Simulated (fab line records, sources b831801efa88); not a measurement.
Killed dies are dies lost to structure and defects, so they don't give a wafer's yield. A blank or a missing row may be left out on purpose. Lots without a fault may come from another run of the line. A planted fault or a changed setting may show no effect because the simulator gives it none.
Which tool did it? | flow sky130 | 10 lots, 30 wafers sampled, at 5 steps of a route of 708

WHAT THE GAUGES READ, wafer by wafer
SKY_SD_N_CD_MEAS_07: target cd 380 nm. Usual: cd_nm 380.0 nm, standard deviation 2.6.
lot  | measured     | on        | cd_nm (nm)        | flag
L445 | day 28 09:03 | cd_sem-01 | 381.7 379.5 377.3 |
L446 | day 28 14:23 | cd_sem-02 | 380.8 380.5 382.7 |
L449 | day 29 19:03 | cd_sem-02 | 379.0 382.9 379.2 |
L451 | day 30 16:01 | cd_sem-02 | 375.9 374.9 375.5 |
L456 | day 31 21:58 | cd_sem-01 | 383.2 379.4 382.6 |
L459 | day 32 22:46 | cd_sem-01 | 382.7 383.1 385.7 |
L463 | day 34 07:58 | cd_sem-02 | 385.7 384.2 383.1 |
L465 | day 34 21:10 | cd_sem-02 | 380.3 379.5 381.3 |
L466 | day 35 02:02 | cd_sem-02 | 377.9 379.2 380.6 |
L467 | day 36 01:47 | cd_sem-02 | 380.7 380.5 382.5 |

WHICH TOOL RAN EACH LOT (tool, then ch and the chambers of the sampled wafers, then the start)
lot  | SKY_LDD_HVN_STRIP_09                 | SKY_POLY_CUT_ETCH_10               | SKY_POLY_CUT_ETCH_11               | SKY_POLY_CUT_STRIP_12
L445 | plasma_asher-03 ch 0,1, day 20 19:16 | rie_diel-01 ch 0,2,3, day 24 17:47 | rie_diel-01 ch 0,2,3, day 24 17:50 | plasma_asher-01 ch 0,1, day 24 17:52
L446 | plasma_asher-01 ch 0,1, day 21 01:07 | rie_diel-04 ch 1,2, day 24 22:50   | rie_diel-04 ch 1,2, day 24 22:53   | plasma_asher-01 ch 0,1, day 24 22:55
L449 | plasma_asher-02 ch 0,1, day 22 09:49 | rie_diel-01 ch 1,3, day 26 06:06   | rie_diel-01 ch 1,3, day 26 06:08   | plasma_asher-01 ch 0, day 26 06:11
L451 | plasma_asher-01 ch 0,1, day 23 06:30 | rie_diel-04 ch 1,3, day 27 02:02   | rie_diel-04 ch 1,3, day 27 02:05   | plasma_asher-04 ch 0,1, day 27 02:10
L456 | plasma_asher-02 ch 0,1, day 24 19:06 | rie_diel-02 ch 0,1,2, day 28 12:38 | rie_diel-02 ch 0,1,2, day 28 12:41 | plasma_asher-01 ch 0,1, day 28 12:46
L459 | plasma_asher-01 ch 0,1, day 25 20:21 | rie_diel-02 ch 0,2, day 29 12:32   | rie_diel-02 ch 0,2, day 29 12:35   | plasma_asher-04 ch 0,1, day 29 12:40
L463 | plasma_asher-01 ch 0,1, day 27 04:54 | rie_diel-01 ch 0,1,3, day 30 22:41 | rie_diel-01 ch 0,1,3, day 30 22:44 | plasma_asher-04 ch 0,1, day 30 22:49
L465 | plasma_asher-03 ch 0,1, day 28 00:06 | rie_diel-04 ch 1,3, day 31 14:03   | rie_diel-04 ch 1,3, day 31 14:05   | plasma_asher-01 ch 0,1, day 31 14:10
L466 | plasma_asher-03 ch 1, day 28 05:28   | rie_diel-04 ch 0,1,2, day 31 19:05 | rie_diel-04 ch 0,1,2, day 31 19:08 | plasma_asher-01 ch 1, day 31 19:10
L467 | plasma_asher-01 ch 0,1, day 29 03:28 | rie_diel-02 ch 0,2,3, day 32 18:36 | rie_diel-02 ch 0,2,3, day 32 18:38 | plasma_asher-03 ch 0,1, day 32 18:41
- SKY_LDD_HVN_STRIP_09: strips in O2/N2.
- SKY_POLY_CUT_ETCH_10: etches BARC in N2/H2, stops on SiO2, time 45.9 s, target depth 60 nm.
- SKY_POLY_CUT_ETCH_11: etches Si3N4 in CF4/CH2F2/Ar, stops on poly-Si, time 42.5 s, target depth 60 nm.
- SKY_POLY_CUT_STRIP_12: strips in O2/N2.

WHAT THE TOOLS THEMSELVES READ (means of the sampled wafers that have a number; where no wafer has one, the mark that the record gives instead)
SKY_LDD_HVN_STRIP_09. Usual: chamber_pressure_mTorr 1499.9 mTorr, standard deviation 1.3; drypump_motor_current_A 6.0 A, standard deviation 0.35; oes_product_au 0.409 a.u., standard deviation 0.0043; strip_time_to_endpoint_s 4.135 s, standard deviation 0.014.
lot  | tool            | chamber_pressure_mTorr (mTorr) | drypump_motor_current_A (A) | oes_product_au (a.u.) | strip_time_to_endpoint_s (s) | flag
L445 | plasma_asher-03 | 1500.1                         | 6.4                         | 0.407                 | 4.140                        |
L446 | plasma_asher-01 | 1499.3                         | 5.7                         | 0.408                 | 4.150                        |
L449 | plasma_asher-02 | 1499.2                         | 5.8                         | 0.406                 | 4.135                        |
L451 | plasma_asher-01 | 1499.8                         | 5.9                         | 0.409                 | 4.136                        |
L456 | plasma_asher-02 | 1499.9                         | 5.6                         | 0.409                 | 4.139                        |
L459 | plasma_asher-01 | 1499.6                         | 5.9                         | 0.405                 | 4.134                        |
L463 | plasma_asher-01 | 1499.3                         | 5.7                         | 0.410                 | 4.128                        |
L465 | plasma_asher-03 | 1499.9                         | 6.4                         | 0.406                 | 4.134                        |
L466 | plasma_asher-03 | 1498.9                         | 6.4                         | 0.410                 | 4.143                        |
L467 | plasma_asher-01 | 1499.9                         | 5.9                         | 0.408                 | 4.132                        |

SKY_POLY_CUT_ETCH_10. Usual: chamber_pressure_mTorr 30.001 mTorr, standard deviation 0.025; drypump_motor_current_A 5.71 A, standard deviation 0.29; oes_product_au 0.850 a.u., standard deviation 0.0041; throttle_valve_pct 13.225 %, standard deviation 0.0092.
lot  | tool        | chamber_pressure_mTorr (mTorr) | drypump_motor_current_A (A) | oes_product_au (a.u.) | throttle_valve_pct (%) | flag
L445 | rie_diel-01 | 30.007                         | 5.65                        | 0.853                 | 13.220                 |
L446 | rie_diel-04 | 29.975                         | 5.63                        | 0.851                 | 13.227                 |
L449 | rie_diel-01 | 30.018                         | 6.18                        | 0.849                 | 13.222                 |
L451 | rie_diel-04 | 30.013                         | 5.52                        | 0.852                 | 13.224                 |
L456 | rie_diel-02 | 29.996                         | 6.00                        | 0.850                 | 13.230                 |
L459 | rie_diel-02 | 30.011                         | 5.96                        | 0.851                 | 13.226                 |
L463 | rie_diel-01 | 29.995                         | 5.95                        | 0.848                 | 13.227                 |
L465 | rie_diel-04 | 29.994                         | 5.49                        | 0.855                 | 13.229                 |
L466 | rie_diel-04 | 29.976                         | 5.64                        | 0.844                 | 13.228                 |
L467 | rie_diel-02 | 30.001                         | 5.77                        | 0.851                 | 13.232                 |

SKY_POLY_CUT_ETCH_11. Usual: cf4_flow_sccm 39.98 sccm, standard deviation 0.11; chamber_pressure_mTorr 40.00 mTorr, standard deviation 0.046; drypump_motor_current_A 5.71 A, standard deviation 0.28; oes_product_au 0.829 a.u., standard deviation 0.0071; throttle_valve_pct 14.995 %, standard deviation 0.0094.
lot  | tool        | cf4_flow_sccm (sccm) | chamber_pressure_mTorr (mTorr) | drypump_motor_current_A (A) | oes_product_au (a.u.) | throttle_valve_pct (%) | flag
L445 | rie_diel-01 | 39.94                | 39.99                          | 5.68                        | 0.834                 | 14.998                 |
L446 | rie_diel-04 | 40.00                | 39.99                          | 5.60                        | 0.831                 | 14.986                 |
L449 | rie_diel-01 | 40.04                | 39.98                          | 6.18                        | 0.833                 | 14.997                 |
L451 | rie_diel-04 | 39.84                | 40.01                          | 5.52                        | 0.832                 | 14.997                 |
L456 | rie_diel-02 | 39.97                | 40.02                          | 5.99                        | 0.833                 | 14.996                 |
L459 | rie_diel-02 | 40.03                | 40.02                          | 5.97                        | 0.834                 | 14.988                 |
L463 | rie_diel-01 | 39.97                | 39.99                          | 5.92                        | 0.830                 | 14.990                 |
L465 | rie_diel-04 | 39.89                | 39.97                          | 5.49                        | 0.819                 | 15.006                 |
L466 | rie_diel-04 | 39.85                | 40.01                          | 5.63                        | 0.818                 | 14.995                 |
L467 | rie_diel-02 | 39.84                | 40.04                          | 5.75                        | 0.820                 | 14.989                 |

SKY_POLY_CUT_STRIP_12. Usual: chamber_pressure_mTorr 1500.0 mTorr, standard deviation 1.4; drypump_motor_current_A 6.0 A, standard deviation 0.44; oes_product_au 0.452 a.u., standard deviation 0.0046; strip_time_to_endpoint_s 5.352 s, standard deviation 0.018.
lot  | tool            | chamber_pressure_mTorr (mTorr) | drypump_motor_current_A (A) | oes_product_au (a.u.) | strip_time_to_endpoint_s (s) | flag
L445 | plasma_asher-01 | 1500.3                         | 5.7                         | 0.450                 | 5.348                        |
L446 | plasma_asher-01 | 1499.8                         | 5.9                         | 0.454                 | 5.349                        |
L449 | plasma_asher-01 | 1500.8                         | 6.0                         | 0.451                 | 5.349                        |
L451 | plasma_asher-04 | 1498.5                         | 6.2                         | 0.453                 | 5.353                        |
L456 | plasma_asher-01 | 1500.5                         | 5.9                         | 0.448                 | 5.353                        |
L459 | plasma_asher-04 | 1499.4                         | 5.8                         | 0.448                 | 5.253                        | OFF
L463 | plasma_asher-04 | 1501.0                         | 6.3                         | 0.451                 | 5.351                        |
L465 | plasma_asher-01 | 1500.9                         | 5.9                         | 0.455                 | 5.354                        |
L466 | plasma_asher-01 | 1498.7                         | 5.6                         | 0.453                 | 5.347                        |
L467 | plasma_asher-03 | 1500.7                         | 6.4                         | 0.450                 | 5.378                        |

THE ANSWER, worked out from the rows above alone
Rule: a lot is off if the mean of its wafers that have a number lies more than 3 standard deviations from the usual mean. A lot without any number at a reading at which 4 lots or more have one is off too. The other lots that the step has rows for count as sound. The gauges are gone through in route order, then the tools' own readings, and for those a lot's mean is taken as printed above. The first step at which some lot is off is used, and at that step the reading that is off furthest; a lot without a number counts as furthest.
Off: L459, at SKY_POLY_CUT_STRIP_12 (strip_time_to_endpoint_s).
A tool fits if, at that step or a process step before it, it ran every lot that is off, and no sound lot after the first of them. None of those tried fits.

WHAT THE SIMULATOR HAD PUT IN
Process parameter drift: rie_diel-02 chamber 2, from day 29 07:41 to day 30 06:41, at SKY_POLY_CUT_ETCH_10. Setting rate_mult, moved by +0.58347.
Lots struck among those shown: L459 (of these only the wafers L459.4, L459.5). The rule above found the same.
